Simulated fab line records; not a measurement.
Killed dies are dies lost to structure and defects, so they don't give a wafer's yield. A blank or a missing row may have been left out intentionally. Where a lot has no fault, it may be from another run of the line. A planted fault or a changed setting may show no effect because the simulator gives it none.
fab line records ; flow sfqLine
[record] lots = 13; wafers = 39; lastDay = 80
route steps=325 shown I3@134
lots with no fault: from the same line, run without faults
startH: hours from the record's opening day to when the first of the lot's shown wafers began ; waitH: time in hours since the lot's previous step ; " identical to the entry in the row above ; L1.1+2: one row covering several wafers at once ; - either no value or no given start ; * or withheld: withheld ; < > ~ a bound
route shown NAME@n: names a module that has steps shown in the file, with the first one's number in the route ; usual: mean/standard deviation of fault-free wafers ; same: alike in all rows ; chamber/n: place in a boat ; sites: the reading at each site ; _std_site: how widely they spread, as a standard deviation ; _edge_site: mean of outer sites minus mean of inner sites ; radiusMm: for every site, how far away it sits from the centre of the wafer ; mask NAME#n: copy n ; behind: the tool/chamber that last shaped the wafer ; hold: what put the lot on hold/how long, in hours/how the hold closed ; device: the n, p or np transistor that did not switch ; end of line: tests run on the same wafers once the route is complete ; a step without rows: its recipe alone ; killed: the dies lost at the first sort to structure and to defects; this is not the yield of the wafer ; map: dies across one wafer; x = killed, . = not, _ = none there
set.NAME: the setting that was run; set.NAME@STEP: the one run at that earlier step ; model.NAME: the simulator's own value behind a step, which no gauge read
one table for each step of the route and one row for each wafer, over a sample of lots
services: from which hour (startH, from the record's first day; less than 0 if before it) a tool's chamber was out of use, for how many hours, and why
[[steps]]
[step SFQ_TRILAYER_I3_CMP_CMP_082]
[recipe] material = SiO2; downForcePsi = 3; platenRpm = 60; padVelocityMS = 0.94248
[usual] motorCurrentA = 10.2/0.91; slurryFlowMlMin = 150.0/0.47; timeToEndpointS = 216/7.3
lot.wafer;tool;chamber;startH;waitH;motorCurrentA;slurryFlowMlMin;timeToEndpointS
L775.1;cmp-01;1;781.16;5.7;8.6;150.6;212
L775.4;cmp-01;0;782.66;7.1;10.2;150.0;216
L775.6;cmp-01;1;782.66;7.1;8.7;150.2;216
L777.4;cmp-01;1;793.16;5.8;9.0;150.4;218
L777.2;cmp-01;3;794.16;6.8;9.2;149.4;224
L777.5;cmp-01;2;795.66;8.3;11.4;149.4;229
L778.1;cmp-01;2;834.06;6.7;11.8;150.2;212
L778.3;cmp-01;3;834.06;6.7;9.5;149.8;220
L778.4;cmp-01;0;834.06;6.7;10.3;150.1;204
L779.2;cmp-02;2;839.77;6.1;11.9;150.6;208
L779.4;cmp-02;1;841.27;7.5;9.8;150.6;223
L779.6;cmp-02;2;841.27;7.5;11.7;151.3;216
L780.2;cmp-01;3;843.56;6.9;9.3;149.8;217
L780.4;cmp-01;1;844.56;7.8;9.1;151.1;211
L780.6;cmp-01;3;845.56;8.8;9.3;150.0;222
L781.4;cmp-01;2;850.74;6.6;11.5;150.0;218
L781.1;cmp-01;1;852.24;8.2;8.6;148.7;209
L781.5;cmp-01;2;852.24;8.2;11.0;150.3;219
L784.1;cmp-01;2;1017.79;4.6;10.7;150.2;217
L784.4;cmp-01;3;1017.79;4.6;10.0;149.6;224
L784.2;cmp-01;1;1019.29;6.1;8.5;150.2;214
L785.4;cmp-01;3;1161.08;2.4;9.5;150.2;226
L785.6;cmp-01;2;1162.58;3.9;10.5;149.2;223
L785.5;cmp-01;3;1162.58;3.9;9.5;149.8;228
L786.1;cmp-01;1;1169.58;3.8;8.9;149.5;182
L786.6;cmp-01;1;1171.58;5.7;8.6;149.8;222
L786.5;cmp-01;2;1171.58;5.7;10.6;150.4;189
L788.2;cmp-02;1;1181.61;6.2;10.7;149.9;212
L788.3;cmp-02;0;1183.11;7.7;10.9;150.1;208
L788.6;cmp-02;2;1184.11;8.7;11.3;150.1;216
L794.2;cmp-02;2;1234.54;6.9;11.3;149.6;212
L794.5;cmp-02;3;1234.54;6.9;10.9;149.9;204
L794.6;cmp-02;0;1234.54;6.9;11.2;149.4;219
L796.3;cmp-02;3;1254.04;13.2;10.6;148.9;208
L796.1;cmp-02;1;1255.04;14.2;9.5;150.3;217
L796.2;cmp-02;2;1255.04;14.2;11.2;149.6;203
L797.4;cmp-01;0;1271.78;5.1;10.7;149.9;213
L797.3;cmp-01;3;1273.28;6.7;9.4;149.6;225
L797.6;cmp-01;1;1274.28;7.6;9.2;150.4;220
[step SFQ_I3_BOW_MEAS_922]
[recipe] mode = bow
[usual] I3_BOW = 5/9.7
lot.wafer;tool;chamber;startH;waitH;I3_BOW[um]
L775.1;filmMetro-02;-;784.16;2.5;1
L775.4;filmMetro-02;-;784.16;2.5;-2
L775.6;filmMetro-02;-;784.16;2.5;-1
L777.2;filmMetro-01;-;796.18;1.5;15
L777.4;filmMetro-01;-;796.18;1.5;21
L777.5;filmMetro-01;-;796.18;1.5;14
L778.1;filmMetro-01;-;837.06;2.5;-5
L778.3;filmMetro-01;-;837.06;2.5;3
L778.4;filmMetro-01;-;837.06;2.5;8
L779.2;filmMetro-03;-;842.79;2.5;12
L779.4;filmMetro-03;-;842.79;2.5;19
L779.6;filmMetro-03;-;842.79;2.5;17
L780.2;filmMetro-03;-;846.08;2.0;1
L780.4;filmMetro-03;-;846.08;2.0;6
L780.6;filmMetro-03;-;846.08;2.0;10
L781.1;filmMetro-02;-;853.74;1.0;22
L781.4;filmMetro-02;-;853.74;1.0;21
L781.5;filmMetro-02;-;853.74;1.0;16
L784.1;filmMetro-03;-;1020.79;2.5;-5
L784.2;filmMetro-03;-;1020.79;2.5;-16
L784.4;filmMetro-03;-;1020.79;2.5;-20
L785.4;filmMetro-03;-;1163.64;2.1;-1
L785.5;filmMetro-03;-;1163.64;2.1;10
L785.6;filmMetro-03;-;1163.64;2.1;17
L786.1;filmMetro-03;-;1172.58;2.5;2
L786.5;filmMetro-03;-;1172.58;2.5;-9
L786.6;filmMetro-03;-;1172.58;2.5;9
L786.1;filmMetro-03;-;1173.90;1.3;-
L786.5;filmMetro-03;-;1173.90;1.3;-
L786.6;filmMetro-03;-;1173.90;1.3;-
L788.2;filmMetro-02;-;1184.63;2.5;-7
L788.3;filmMetro-02;-;1184.63;2.5;-10
L788.6;filmMetro-02;-;1184.63;2.5;-10
L794.2;filmMetro-03;-;1236.06;1.0;2
L794.5;filmMetro-03;-;1236.06;1.0;14
L794.6;filmMetro-03;-;1236.06;1.0;-1
L796.1;filmMetro-02;-;1257.04;1.5;13
L796.2;filmMetro-02;-;1257.04;1.5;3
L796.3;filmMetro-02;-;1257.04;1.5;5
L797.3;filmMetro-03;-;1274.82;1.0;-4
L797.4;filmMetro-03;-;1274.82;1.0;-10
L797.6;filmMetro-03;-;1274.82;1.0;4
[step SFQ_TRILAYER_I3_METRO_MEASURE_083]
[usual] thkNm = 200.3/1.2
lot.wafer;tool;chamber;startH;waitH;thkNm
L775.1;filmMetro-02;-;784.28;0.1;202.1
L775.4;filmMetro-02;-;784.28;0.1;200.7
L775.6;filmMetro-02;-;784.28;0.1;202.0
L777.2;filmMetro-01;-;796.48;0.3;202.4
L777.4;filmMetro-01;-;796.48;0.3;202.4
L777.5;filmMetro-01;-;796.48;0.3;203.4
L778.1;filmMetro-01;-;837.18;0.1;200.3
L778.3;filmMetro-01;-;837.18;0.1;200.9
L778.4;filmMetro-01;-;837.18;0.1;198.2
L779.2;filmMetro-03;-;843.09;0.3;198.8
L779.4;filmMetro-03;-;843.09;0.3;202.1
L779.6;filmMetro-03;-;843.09;0.3;199.8
L780.2;filmMetro-03;-;846.38;0.3;200.6
L780.4;filmMetro-03;-;846.38;0.3;200.3
L780.6;filmMetro-03;-;846.38;0.3;202.0
L781.1;filmMetro-02;-;853.86;0.1;199.8
L781.4;filmMetro-02;-;853.86;0.1;199.9
L781.5;filmMetro-02;-;853.86;0.1;200.2
L784.1;filmMetro-03;-;1020.91;0.1;201.8
L784.2;filmMetro-03;-;1020.91;0.1;199.9
L784.4;filmMetro-03;-;1020.91;0.1;200.7
L785.4;filmMetro-03;-;1164.30;0.6;200.8
L785.5;filmMetro-03;-;1164.30;0.6;200.5
L785.6;filmMetro-03;-;1164.30;0.6;200.2
L786.1;filmMetro-03;-;1175.18;1.3;248.1
L786.5;filmMetro-03;-;1175.18;1.3;250.9
L786.6;filmMetro-03;-;1175.18;1.3;199.9
L786.1;filmMetro-03;-;1176.93;1.5;248.1
L786.5;filmMetro-03;-;1176.93;1.5;250.8
L786.6;filmMetro-03;-;1176.93;1.5;199.9
L788.2;filmMetro-02;-;1184.93;0.3;201.3
L788.3;filmMetro-02;-;1184.93;0.3;201.0
L788.6;filmMetro-02;-;1184.93;0.3;199.8
L794.2;filmMetro-03;-;1236.36;0.3;199.3
L794.5;filmMetro-03;-;1236.36;0.3;198.2
L794.6;filmMetro-03;-;1236.36;0.3;199.4
L796.1;filmMetro-02;-;1257.16;0.1;201.5
L796.2;filmMetro-02;-;1257.16;0.1;199.6
L796.3;filmMetro-02;-;1257.16;0.1;199.1
L797.3;filmMetro-03;-;1275.30;0.5;201.9
L797.4;filmMetro-03;-;1275.30;0.5;199.5
L797.6;filmMetro-03;-;1275.30;0.5;199.8
[step SFQ_TRILAYER_I3_VIA_ETCH_VIA_ETCH_088]
[recipe] target = SiO2; stopOn = Nb; maskMaterial = PR; taperDeg = 20; chemistry = CHF3; targetDepthNm = 260; sourceW = 500; biasW = 80; pressureMtorr = 30; timeS = withheld
[usual] drypumpMotorCurrentA = 5.8/0.52; oesProductAu = 0.855/0.0051
lot.wafer;tool;chamber;startH;waitH;drypumpMotorCurrentA;oesProductAu
L775.1;rieDiel-01;2;923.62;0.0;5.7;0.868
L775.4;rieDiel-01;2;923.62;0.0;5.6;0.852
L775.6;rieDiel-01;0;923.62;0.0;6.6;0.864
L777.2;rieDiel-01;1;938.02;0.0;6.2;0.855
L777.4;rieDiel-01;0;938.02;0.0;6.6;0.861
L777.5;rieDiel-01;2;938.02;0.0;5.6;0.855
L778.1;rieDiel-02;2;981.23;0.0;6.1;0.859
L778.3;rieDiel-02;0;981.23;0.0;5.3;0.855
L778.4;rieDiel-02;3;981.23;0.0;5.2;0.852
L779.2;rieDiel-02;1;984.83;0.0;5.5;0.852
L779.4;rieDiel-02;3;984.83;0.0;5.2;0.856
L779.6;rieDiel-02;2;984.83;0.0;6.1;0.856
L780.2;rieDiel-01;1;988.43;0.0;6.2;0.850
L780.4;rieDiel-01;0;988.43;0.0;6.7;0.849
L780.6;rieDiel-01;2;988.43;0.0;5.6;0.861
L781.1;rieDiel-04;3;990.06;0.0;6.3;0.854
L781.4;rieDiel-04;1;990.06;0.0;5.6;0.861
L781.5;rieDiel-04;3;990.06;0.0;6.3;0.856
L784.1;rieDiel-01;2;1133.58;0.0;5.6;0.859
L784.2;rieDiel-01;0;1133.58;0.0;6.6;0.857
L784.4;rieDiel-01;3;1133.58;0.0;6.2;0.854
L785.4;rieDiel-02;0;1176.61;0.1;5.3;0.861
L785.5;rieDiel-02;2;1176.61;0.1;6.1;0.861
L785.6;rieDiel-02;3;1176.61;0.1;5.2;0.853
L786.1;rieDiel-01;3;1185.27;0.0;6.0;0.965
L786.5;rieDiel-01;0;1185.27;0.0;6.6;0.970
L786.6;rieDiel-01;3;1185.27;0.0;6.0;0.861
L788.2;rieDiel-04;0;1188.25;0.0;5.0;0.852
L788.3;rieDiel-04;3;1188.25;0.0;6.3;0.863
L788.6;rieDiel-04;2;1188.25;0.0;4.9;0.860
L794.2;rieDiel-01;2;1240.78;0.0;5.6;0.865
L794.5;rieDiel-01;2;1240.78;0.0;5.6;0.848
L794.6;rieDiel-01;1;1240.78;0.0;6.1;0.852
L796.1;rieDiel-01;0;1260.69;0.0;6.6;0.857
L796.2;rieDiel-01;3;1260.69;0.0;6.1;0.850
L796.3;rieDiel-01;2;1260.69;0.0;5.6;0.858
L797.3;rieDiel-04;0;1287.70;0.0;5.0;0.861
L797.4;rieDiel-04;3;1287.70;0.0;6.3;0.851
L797.6;rieDiel-04;2;1287.70;0.0;5.0;0.848
[[services]]
tool;chamber;startH;hours;kind
filmMetro-03;-;797.13;9.2;pm
cmp-01;-;807.65;2.4;repair
filmMetro-03;-;824.36;0.7;pm
filmMetro-03;-;836.85;0.8;pm
cmp-01;-;838.18;0.9;repair
cmp-01;-;860.71;26.9;repair
cmp-01;-;865.68;0.7;repair
cmp-01;-;883.87;0.8;repair
filmMetro-03;-;885.60;0.6;pm
cmp-01;-;887.57;6.6;pm
cmp-01;-;894.14;18.0;pm
cmp-01;-;915.15;4.0;pm
filmMetro-03;-;924.27;0.4;pm
filmMetro-03;-;994.71;5.3;repair
cmp-01;-;1011.03;3.8;pm
filmMetro-03;-;1069.36;0.2;pm
cmp-01;-;1088.25;0.4;repair
cmp-01;-;1143.68;4.3;repair
cmp-01;-;1147.96;0.8;repair
cmp-01;-;1224.33;2.6;repair
cmp-01;-;1244.96;7.4;pm
cmp-01;-;1255.39;4.0;pm
cmp-01;-;1257.23;5.5;repair
cmp-01;-;1260.91;1.5;repair
[[key]]
[firstSign] step = SFQ_TRILAYER_I3_CMP_CMP_082; reading = timeToEndpointS; direction = down; sigmas = 4.1; usual = *; struck = *
[effect] step = SFQ_I3_BOW_MEAS_922; reading = visit; direction = added
[effect] step = SFQ_TRILAYER_I3_METRO_MEASURE_083; reading = visit; direction = added
[effect] step = SFQ_TRILAYER_I3_METRO_MEASURE_083; reading = thkNm; direction = up; sigmas = 41; usual = 200.3; struck = 249.5
[effect] step = SFQ_TRILAYER_I3_VIA_ETCH_VIA_ETCH_088; reading = oesProductAu; direction = up; sigmas = 22; usual = 0.855; struck = 0.968
metAt SFQ_TRILAYER_I3_CMP_CMP_082
struckLots L786
struckWafers L786.1,L786.5
onsetBetween 1161.08 1169.58
[fault] kind = processParameterDrift; tool = cmp-01; chamber = -; onsetH = 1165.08; steps = SFQ_TRILAYER_I3_CMP_CMP_082; channel = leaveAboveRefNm; offset = 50; shape = step; endH = 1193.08; scope = struckWafersOnly; actsIn = theseRecipesOnly; stated = 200
